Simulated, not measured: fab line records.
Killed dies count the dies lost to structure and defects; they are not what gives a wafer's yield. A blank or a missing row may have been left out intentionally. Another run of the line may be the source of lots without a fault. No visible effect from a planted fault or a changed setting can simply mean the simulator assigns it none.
Which tool did it?	flow sky130	6 lots with 17 wafers sampled at 3 steps, on a route of 708 steps

WHAT THE GAUGES READ, wafer by wafer
SKY_LDD_HVN_TW_MEAS_10.
lot	measured	on	LDD_HVN_TW
L157	day 21 01:13	film metro-04	1435 1433 1428
L159	day 22 03:28	film metro-04	1421 1423 1416
L163	day 23 10:39	film metro-02	1478 1480
L166	day 24 10:13	film metro-02	1471 1464 1463
L175	day 27 12:31	film metro-02	1437 1427 1435
L178	day 29 03:34	film metro-01	1438 1437 1451

WHAT TOOL EACH LOT RAN ON (gives the tool, then ch and the chambers of the sampled wafers, and finally the start)
lot	SKY_VT_ADJUST_LVTN_STRIP_09	SKY_LDD_HVN_IMPLANT_08
L157	plasma asher-02 ch 0,1, day 7 13:25	implanter-03 ch 0, day 21 00:58
L159	plasma asher-01 ch 0,1, day 8 02:35	implanter-02 ch 0, day 22 03:13
L163	plasma asher-04 ch 0, day 9 03:42	implanter-01 ch 0, day 23 10:26
L166	plasma asher-02 ch 0,1, day 9 21:31	implanter-01 ch 0, day 24 09:58
L175	plasma asher-02 ch 0,1, day 12 07:53	implanter-02 ch 0, day 27 12:16
L178	plasma asher-01 ch 0,1, day 13 17:10	implanter-03 ch 0, day 29 03:19
- SKY_VT_ADJUST_LVTN_STRIP_09: strips in O2/N2.
- SKY_LDD_HVN_IMPLANT_08

THE ANSWER, worked out from the rows above alone
Rule: the usual values come from the lots themselves. Put in order of their means at a reading, lots are off if they are a third of the lots or fewer, leave a main group of 4 or more, and stand apart from it by a gap of 3 or more times the standard deviation of the main group's means; of several such gaps the widest counts. The tables above print the reading to a certain number of digits; a main group whose means all agree to those digits is not used. A lot without any number at a reading at which 4 lots or more have one is off too. Any other lot the step has rows for is counted as sound.
Off: at SKY_LDD_HVN_TW_MEAS_10 (LDD_HVN_TW), L163, L166. The main group has a mean of 1432 with a standard deviation of 7.8.
A tool fits if, at a process step before that reading, it ran every lot that is off, and no sound lot after the first of them. Those tools and the gauges at SKY_LDD_HVN_TW_MEAS_10 are tried in the same way. One candidate fits, namely implanter-01 at SKY_LDD_HVN_IMPLANT_08. It ran no sound lot before its first lot that is off in this sample, so the start can't be narrowed down.

WHAT THE SIMULATOR HAD PUT IN
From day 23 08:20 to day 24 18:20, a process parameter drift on implanter-01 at SKY_LDD_HVN_IMPLANT_08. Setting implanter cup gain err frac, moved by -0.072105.
Shown lots that were struck: L163, L166. The rule above reached the same finding.
